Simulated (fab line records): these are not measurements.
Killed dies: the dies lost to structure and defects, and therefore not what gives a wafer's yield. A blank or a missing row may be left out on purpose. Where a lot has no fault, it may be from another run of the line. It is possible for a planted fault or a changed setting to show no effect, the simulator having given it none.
Which tool is to blame? | flow gf180mcu | Sampling: 24 lots, 72 wafers, 5 of 602 route steps

WHAT THE GAUGES READ, wafer by wafer
GF_V1_CD_MEAS_14: target cd 260 nm. Usual: cd nm reads 260.2 nm (standard deviation 1.2).
lot  | measured     | on        | cd nm (nm)        | flag
L074 | day 17 20:11 | cd sem-01 | 258.0 258.8 259.7 |
L075 | day 18 03:29 | cd sem-01 | 260.0 259.6 260.5 |
L076 | day 18 15:47 | cd sem-02 | 260.8 261.4 259.8 |
L077 | day 18 21:40 | cd sem-01 | 260.2 260.5 258.8 |
L078 | day 19 18:43 | cd sem-02 | 261.1 259.4 260.1 |
L079 | day 19 19:49 | cd sem-02 | 258.0 257.3 258.7 |
L080 | day 20 06:52 | cd sem-02 | 259.8 261.5 260.1 |
L081 | day 20 20:19 | cd sem-02 | 259.1 259.9 259.8 |
L082 | day 21 18:29 | cd sem-02 | 260.5 259.5 259.8 |
L083 | day 22 03:49 | cd sem-01 | 261.1 261.1 261.4 |
L084 | day 22 07:08 | cd sem-01 | 259.8 259.7 259.3 |
L085 | day 22 20:59 | cd sem-02 | 259.2 259.3 260.6 |
L086 | day 23 00:43 | cd sem-01 | 259.9 260.8 261.0 |
L087 | day 23 07:49 | cd sem-02 | 261.2 261.3 261.3 |
L089 | day 23 14:26 | cd sem-01 | 262.7 261.3 260.1 |
L088 | day 23 21:26 | cd sem-02 | 260.2 259.1 259.1 |
L090 | day 24 01:29 | cd sem-02 | 261.0 259.7 261.1 |
L092 | day 24 14:43 | cd sem-01 | 259.5 259.7 258.3 |
L091 | day 24 15:55 | cd sem-01 | 262.2 261.8 261.7 |
L093 | day 25 08:15 | cd sem-02 | 263.3 262.0 263.4 |
L094 | day 25 10:23 | cd sem-02 | 260.4 260.8 258.6 |
L095 | day 25 12:01 | cd sem-01 | 259.6 258.6 259.2 |
L096 | day 25 21:38 | cd sem-01 | 260.8 261.2 260.4 |
L097 | day 26 05:05 | cd sem-01 | 259.3 259.7 260.0 |

GF_M5_OVL_MEAS_08. Usual: for M5_OVL the level is 1 nm and the standard deviation is 6.3.
lot  | measured     | on         | M5_OVL (nm) | flag
L074 | day 26 01:14 | overlay-01 | 7 1 0       |
L075 | day 26 06:09 | overlay-02 | -2 -4 -2    |
L076 | day 26 18:05 | overlay-02 | 10 17 11    |
L077 | day 26 23:48 | overlay-01 | -6 -4 -5    |
L078 | day 27 16:05 | overlay-01 | -3 -6 -1    |
L079 | day 27 17:46 | overlay-02 | 4 -5 0      |
L080 | day 28 02:26 | overlay-02 | -5 -3 -1    |
L081 | day 28 13:58 | overlay-02 | -1 8 9      |
L082 | day 29 07:15 | overlay-02 | 8 4 0       |
L083 | day 29 15:38 | overlay-01 | -2 -2 -2    |
L084 | day 29 17:13 | overlay-02 | 3 -3 4      |
L085 | day 30 06:06 | overlay-02 | 6 8 4       |
L086 | day 30 09:22 | overlay-02 | 0 1 -3      |
L087 | day 30 14:18 | overlay-01 | -4 -15 -7   |
L089 | day 30 17:51 | overlay-02 | -1 -3 -5    |
L088 | day 31 00:23 | overlay-02 | -3 0 -2     |
L090 | day 31 05:03 | overlay-02 | 7 8 11      |
L092 | day 31 14:42 | overlay-01 | 1 -3 -7     |
L091 | day 31 15:24 | overlay-01 | 1 6 0       |
L093 | day 32 03:31 | overlay-01 | 11 10 9     |
L094 | day 32 06:51 | overlay-01 | 16 14 12    |
L095 | day 32 08:33 | overlay-01 | 0 -2 -1     |
L096 | day 32 15:46 | overlay-02 | -12 -4 -13  |
L097 | day 32 20:28 | overlay-01 | -1 -6 -5    |

TOOL THAT RAN EACH LOT (tool first, then ch and the chambers of the sampled wafers, then the start)
lot  | GF_V2_SPUTTER_21             | GF_V4_CVD_02                    | GF_MIM_SPUTTER_03
L074 | pvd sputter-04, day 20 00:19 | pecvd-04 ch 1,2, day 23 04:38   | pvd sputter-01, day 24 05:59
L075 | pvd sputter-02, day 20 06:14 | pecvd-04 ch 0,1,2, day 23 09:04 | pvd sputter-04, day 24 09:53
L076 | pvd sputter-02, day 20 19:55 | pecvd-03 ch 0,2, day 23 22:56   | pvd sputter-04, day 24 23:02
L077 | pvd sputter-03, day 21 01:59 | pecvd-04 ch 0,2, day 24 04:48   | pvd sputter-01, day 25 05:01
L078 | pvd sputter-02, day 21 22:48 | pecvd-03 ch 1,2, day 24 23:04   | pvd sputter-04, day 25 22:50
L079 | pvd sputter-04, day 22 00:01 | pecvd-03 ch 1,2, day 25 01:52   | pvd sputter-01, day 26 01:11
L080 | pvd sputter-04, day 22 09:37 | pecvd-04 ch 0,1, day 25 09:39   | pvd sputter-01, day 26 09:30
L081 | pvd sputter-02, day 22 22:52 | pecvd-02 ch 0,1,2, day 25 21:57 | pvd sputter-01, day 26 20:56
L082 | pvd sputter-04, day 23 20:47 | pecvd-04 ch 0,2, day 26 17:31   | pvd sputter-02, day 27 15:52
L083 | pvd sputter-03, day 24 05:11 | pecvd-02 ch 0,1,2, day 27 02:02 | pvd sputter-02, day 28 00:16
L084 | pvd sputter-04, day 24 08:22 | pecvd-04 ch 0,1,2, day 27 04:35 | pvd sputter-01, day 28 02:26
L085 | pvd sputter-03, day 24 21:50 | pecvd-02 ch 0,2, day 27 17:08   | pvd sputter-04, day 28 15:50
L086 | pvd sputter-03, day 25 02:14 | pecvd-02 ch 0,1, day 27 21:41   | pvd sputter-01, day 28 19:20
L087 | pvd sputter-03, day 25 08:18 | pecvd-04 ch 1,2, day 28 02:59   | pvd sputter-04, day 29 00:46
L089 | pvd sputter-03, day 25 13:10 | pecvd-02 ch 1,2, day 28 07:22   | pvd sputter-04, day 29 04:20
L088 | pvd sputter-03, day 25 20:34 | pecvd-04 ch 0,1,2, day 28 13:15 | pvd sputter-01, day 29 10:37
L090 | pvd sputter-02, day 26 00:45 | pecvd-03 ch 0,1,2, day 28 19:05 | pvd sputter-02, day 29 16:29
L092 | pvd sputter-04, day 26 13:22 | pecvd-02 ch 0,1, day 29 05:30   | pvd sputter-04, day 30 02:27
L091 | pvd sputter-04, day 26 14:52 | pecvd-03 ch 1,2, day 29 07:03   | pvd sputter-01, day 30 04:02
L093 | pvd sputter-02, day 27 06:04 | pecvd-04 ch 0,1, day 29 20:33   | pvd sputter-04, day 30 17:20
L094 | pvd sputter-02, day 27 07:48 | pecvd-03 ch 0,2, day 29 22:06   | pvd sputter-04, day 30 19:09
L095 | pvd sputter-04, day 27 11:48 | pecvd-03 ch 1,2, day 30 01:48   | pvd sputter-02, day 30 21:40
L096 | pvd sputter-04, day 27 18:34 | pecvd-04 ch 0,1,2, day 30 08:35 | pvd sputter-02, day 31 04:16
L097 | pvd sputter-04, day 28 01:01 | pecvd-03 ch 0,1,2, day 30 14:39 | pvd sputter-04, day 31 10:45
- GF_V2_SPUTTER_21: material Ti, target thk 15 nm, time 80.02 s.
- GF_V4_CVD_02: deposits SiO2 from TEOS, target thk 850 nm, time 94.851 s.
- GF_MIM_SPUTTER_03: material Ti, target thk 10 nm, time 6.7 s.

AS READ BY THE TOOLS THEMSELVES (means over the sampled wafers that have a number; for cases with no such wafer, the mark the record gives instead)
GF_V2_SPUTTER_21. Usual: throttle valve pct reads 29.9 % (standard deviation 1.2).
lot  | tool           | throttle valve pct (%) | flag
L074 | pvd sputter-04 | 30.8                   |
L075 | pvd sputter-02 | 29.3                   |
L076 | pvd sputter-02 | 29.9                   |
L077 | pvd sputter-03 | 30.1                   |
L078 | pvd sputter-02 | 29.7                   |
L079 | pvd sputter-04 | 31.1                   |
L080 | pvd sputter-04 | 31.4                   |
L081 | pvd sputter-02 | 29.8                   |
L082 | pvd sputter-04 | 30.3                   |
L083 | pvd sputter-03 | 28.8                   |
L084 | pvd sputter-04 | 30.9                   |
L085 | pvd sputter-03 | 30.0                   |
L086 | pvd sputter-03 | 30.1                   |
L087 | pvd sputter-03 | 31.0                   |
L089 | pvd sputter-03 | 28.7                   |
L088 | pvd sputter-03 | 29.4                   |
L090 | pvd sputter-02 | 28.4                   |
L092 | pvd sputter-04 | 30.8                   |
L091 | pvd sputter-04 | 30.0                   |
L093 | pvd sputter-02 | 29.0                   |
L094 | pvd sputter-02 | 29.3                   |
L095 | pvd sputter-04 | 30.9                   |
L096 | pvd sputter-04 | 30.9                   |
L097 | pvd sputter-04 | 30.5                   |

GF_V4_CVD_02. Usual: heater power w reads 723 W (standard deviation 95).
lot  | tool     | heater power w (W) | flag
L074 | pecvd-04 | 773                |
L075 | pecvd-04 | 775                |
L076 | pecvd-03 | 616                |
L077 | pecvd-04 | 797                |
L078 | pecvd-03 | 841                |
L079 | pecvd-03 | 766                |
L080 | pecvd-04 | 706                |
L081 | pecvd-02 | 633                |
L082 | pecvd-04 | 778                |
L083 | pecvd-02 | 670                |
L084 | pecvd-04 | 747                |
L085 | pecvd-02 | 644                |
L086 | pecvd-02 | 644                |
L087 | pecvd-04 | 785                |
L089 | pecvd-02 | 695                |
L088 | pecvd-04 | 734                |
L090 | pecvd-03 | 697                |
L092 | pecvd-02 | 651                |
L091 | pecvd-03 | 742                |
L093 | pecvd-04 | 748                |
L094 | pecvd-03 | 627                |
L095 | pecvd-03 | 817                |
L096 | pecvd-04 | 766                |
L097 | pecvd-03 | 748                |

GF_MIM_SPUTTER_03. Usual: throttle valve pct reads 29.6 % (standard deviation 1.2).
lot  | tool           | throttle valve pct (%) | flag
L074 | pvd sputter-01 | 29.0                   |
L075 | pvd sputter-04 | 29.4                   |
L076 | pvd sputter-04 | 30.6                   |
L077 | pvd sputter-01 | 29.6                   |
L078 | pvd sputter-04 | 30.6                   |
L079 | pvd sputter-01 | 29.5                   |
L080 | pvd sputter-01 | 28.6                   |
L081 | pvd sputter-01 | 28.4                   |
L082 | pvd sputter-02 | 29.0                   |
L083 | pvd sputter-02 | 28.8                   |
L084 | pvd sputter-01 | 29.4                   |
L085 | pvd sputter-04 | 30.5                   |
L086 | pvd sputter-01 | 28.4                   |
L087 | pvd sputter-04 | 31.5                   |
L089 | pvd sputter-04 | 30.5                   |
L088 | pvd sputter-01 | 28.9                   |
L090 | pvd sputter-02 | 28.5                   |
L092 | pvd sputter-04 | 30.4                   |
L091 | pvd sputter-01 | 28.8                   |
L093 | pvd sputter-04 | 30.9                   |
L094 | pvd sputter-04 | 30.6                   |
L095 | pvd sputter-02 | 28.5                   |
L096 | pvd sputter-02 | 28.4                   |
L097 | pvd sputter-04 | 30.5                   |

THE ANSWER, worked out from the rows above alone
Rule: take the mean of a lot's wafers that have a number; if it is more than 3 standard deviations from the usual mean, the lot is off. A lot without any number at a reading at which 4 lots or more have one is off too. The other lots that the step has rows for count as sound. Order of review: gauges by route order, followed by the tools' own readings, for which a lot's mean as printed above is used. At the first step where some lot is off, the reading lying furthest off is the one used; lots without a number count as furthest.
Nothing can be told from this: no lot is off at any reading shown.

WHAT WAS PUT IN BY THE SIMULATOR
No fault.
